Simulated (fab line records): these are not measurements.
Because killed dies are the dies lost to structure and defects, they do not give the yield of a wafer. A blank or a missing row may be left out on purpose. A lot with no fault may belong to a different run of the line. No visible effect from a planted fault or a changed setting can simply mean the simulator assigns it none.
Which of the tools did it? ; flow sky130 ; Sampling: 11 lots, 33 wafers, 5 of 708 route steps

== WHAT THE GAUGES SHOWED, per wafer ==
SKY_LDD_LDN_OVL_MEAS_07. Usual: LDD_LDN_OVL gives 0.4 nm (standard deviation 1.1).
lot;measured;on;LDD_LDN_OVL (nm);flag
L490;day 22 14:22;overlay-01;1.1 0.7 1.5;
L491;day 23 05:56;overlay-02;0.5 0.1 -0.6;
L499;day 26 02:01;overlay-02;-0.2 0.0 -0.3;
L501;day 26 23:03;overlay-01;0.1 0.1 -1.4;
L502;day 27 07:19;overlay-02;1.0 -1.0 0.3;
L506;day 28 13:32;overlay-02;1.6 0.7 -0.8;
L507;day 29 02:04;overlay-02;0.4 -1.4 -1.4;
L510;day 29 22:17;overlay-02;-1.6 -1.1 -0.1;
L511;day 29 23:52;overlay-01;1.0 1.4 1.7;
L512;day 30 08:33;overlay-01;0.2 -0.2 0.8;
L513;day 30 14:24;overlay-01;0.3 0.0 -0.3;

SKY_SD_N_RS_MEAS_16: measurement is done with a four-point probe. Usual: SD_N_RS gives 68.54 ohm/sq (standard deviation 0.11).
lot;measured;on;SD_N_RS (ohm/sq);flag
L490;day 27 16:48;film metro-03;68.59 68.84 68.69;
L491;day 28 07:39;film metro-02;68.39 68.35 68.39;
L499;day 31 00:02;film metro-01;74.07 73.92 73.93;OFF
L501;day 31 18:51;film metro-02;73.93 73.86 74.04;OFF
L502;day 32 03:13;film metro-02;68.57 68.60 68.58;
L506;day 33 10:14;film metro-02;68.26 68.35 68.45;
L507;day 33 18:39;film metro-02;68.36 68.50 68.35;
L510;day 34 14:17;film metro-01;68.75 68.58 68.59;
L511;day 34 16:34;film metro-03;68.49 68.68 68.60;
L512;day 35 11:17;film metro-03;68.51 68.55 68.53;
L513;day 35 03:47;film metro-01;68.60 68.67 68.59;

SKY_SD_N_RS_MEAS_17: measurement is done with a four-point probe. Usual: SD_P_RS gives 147.0 ohm/sq (standard deviation 0.36).
lot;measured;on;SD_P_RS (ohm/sq);flag
L490;day 27 16:55;film metro-03;147.3 147.3 147.7;
L491;day 28 07:46;film metro-02;146.3 146.1 146.9;
L499;day 31 00:09;film metro-01;180.5 180.0 179.8;OFF
L501;day 31 18:58;film metro-02;180.3 180.0 180.3;OFF
L502;day 32 03:20;film metro-02;146.8 147.3 147.1;
L506;day 33 10:22;film metro-02;146.5 146.8 146.6;
L507;day 33 18:46;film metro-02;146.5 147.0 146.9;
L510;day 34 14:25;film metro-01;147.3 147.0 147.0;
L511;day 34 16:41;film metro-03;147.0 146.8 146.8;
L512;day 35 11:24;film metro-03;147.1 147.3 147.1;
L513;day 35 03:55;film metro-01;147.0 147.3 146.9;

== WHICH TOOL RAN EACH LOT (tool, then ch and the chambers of the sampled wafers, then the start) ==
lot;SKY_SD_N_STRIP_11;SKY_SD_N_RTA_14
L490;plasma asher-02 ch 0,1, day 27 16:24;rtp anneal-02 ch 0, day 27 16:37
L491;plasma asher-02 ch 0,1, day 28 07:16;rtp anneal-01 ch 0, day 28 07:29
L499;plasma asher-04 ch 0,1, day 30 23:39;rtp anneal-01 ch 0, day 30 23:52
L501;plasma asher-04 ch 0,1, day 31 18:27;rtp anneal-01 ch 0, day 31 18:39
L502;plasma asher-02 ch 0,1, day 32 02:50;rtp anneal-02 ch 0, day 32 03:01
L506;plasma asher-02 ch 0,1, day 33 09:50;rtp anneal-02 ch 0, day 33 10:03
L507;plasma asher-03 ch 0, day 33 18:07;rtp anneal-02 ch 0, day 33 18:20
L510;plasma asher-02 ch 0,1, day 34 13:53;rtp anneal-02 ch 0, day 34 14:05
L511;plasma asher-04 ch 0,1, day 34 16:10;rtp anneal-01 ch 0, day 34 16:22
L512;plasma asher-02 ch 0,1, day 35 10:53;rtp anneal-01 ch 0, day 35 11:06
L513;plasma asher-02 ch 0,1, day 35 03:23;rtp anneal-02 ch 0, day 35 03:37
- SKY_SD_N_STRIP_11: strips in O2/N2.
- SKY_SD_N_RTA_14: time 2 s.

== AS READ BY THE TOOLS THEMSELVES (means over the sampled wafers that have a number; for cases with no such wafer, the mark the record gives instead) ==
SKY_SD_N_STRIP_11. Usual: drypump motor current A 5.7 A, standard deviation 0.43; oes product au 0.527 a.u., standard deviation 0.004; strip time to endpoint s 22.52 s, standard deviation 0.048.
lot;tool;drypump motor current A (A);oes product au (a.u.);strip time to endpoint s (s);flag
L490;plasma asher-02;5.9;0.528;22.54;
L491;plasma asher-02;5.8;0.526;22.57;
L499;plasma asher-04;5.8;0.525;22.59;
L501;plasma asher-04;5.8;0.531;22.53;
L502;plasma asher-02;5.6;0.525;22.52;
L506;plasma asher-02;5.5;0.525;22.48;
L507;plasma asher-03;5.7;0.526;22.58;
L510;plasma asher-02;5.9;0.529;22.47;
L511;plasma asher-04;5.8;0.526;22.49;
L512;plasma asher-02;5.5;0.526;22.52;
L513;plasma asher-02;5.6;0.528;22.45;

SKY_SD_N_RTA_14. Usual: anneal temp c max 1080.1, standard deviation 2.1; lamp power pct 15.74 %, standard deviation 0.06; ramp down c per s 90.000, standard deviation 0.016; wafer_temp_C_max 1078.0, standard deviation 1.1.
lot;tool;anneal temp c max;lamp power pct (%);ramp down c per s;wafer_temp_C_max;flag
L490;rtp anneal-02;1082.5;15.71;90.003;1077.4;
L491;rtp anneal-01;1078.9;15.72;90.002;1077.1;
L499;rtp anneal-01;1079.0;14.47;89.991;1077.7;OFF
L501;rtp anneal-01;1077.8;14.53;90.001;1076.5;OFF
L502;rtp anneal-02;1081.7;15.77;89.980;1078.5;
L506;rtp anneal-02;1081.1;15.76;89.993;1078.5;
L507;rtp anneal-02;1081.0;15.76;89.996;1076.2;
L510;rtp anneal-02;1081.7;15.73;90.011;1078.0;
L511;rtp anneal-01;1077.8;15.75;89.993;1078.3;
L512;rtp anneal-01;1077.3;15.74;90.023;1077.8;
L513;rtp anneal-02;1082.0;15.74;89.992;1078.2;

== THE ANSWER, worked out from the rows above alone ==
Rule: a lot is off if the mean of its wafers that have a number lies more than 3 standard deviations from the usual mean. Also off: a lot with no number at a reading for which 4 or more lots have one. All remaining lots with rows at the step are treated as sound. Order of review: gauges by route order, followed by the tools' own readings, for which a lot's mean as printed above is used. The first step at which some lot is off is used, and at that step the reading that is off furthest; a lot without a number counts as furthest.
Off: L499, L501, at SKY_SD_N_RS_MEAS_16 (SD_N_RS).
A tool fits if, at a process step before that reading, it ran every lot that is off, and no sound lot after the first of them. The gauges at SKY_SD_N_RS_MEAS_16 aren't tried: what is off there is off at SKY_SD_N_RTA_14 too, on other tools, and a gauge's error can't cause that. Not one of the candidates tried fits.

== WHAT WAS PUT IN BY THE SIMULATOR ==
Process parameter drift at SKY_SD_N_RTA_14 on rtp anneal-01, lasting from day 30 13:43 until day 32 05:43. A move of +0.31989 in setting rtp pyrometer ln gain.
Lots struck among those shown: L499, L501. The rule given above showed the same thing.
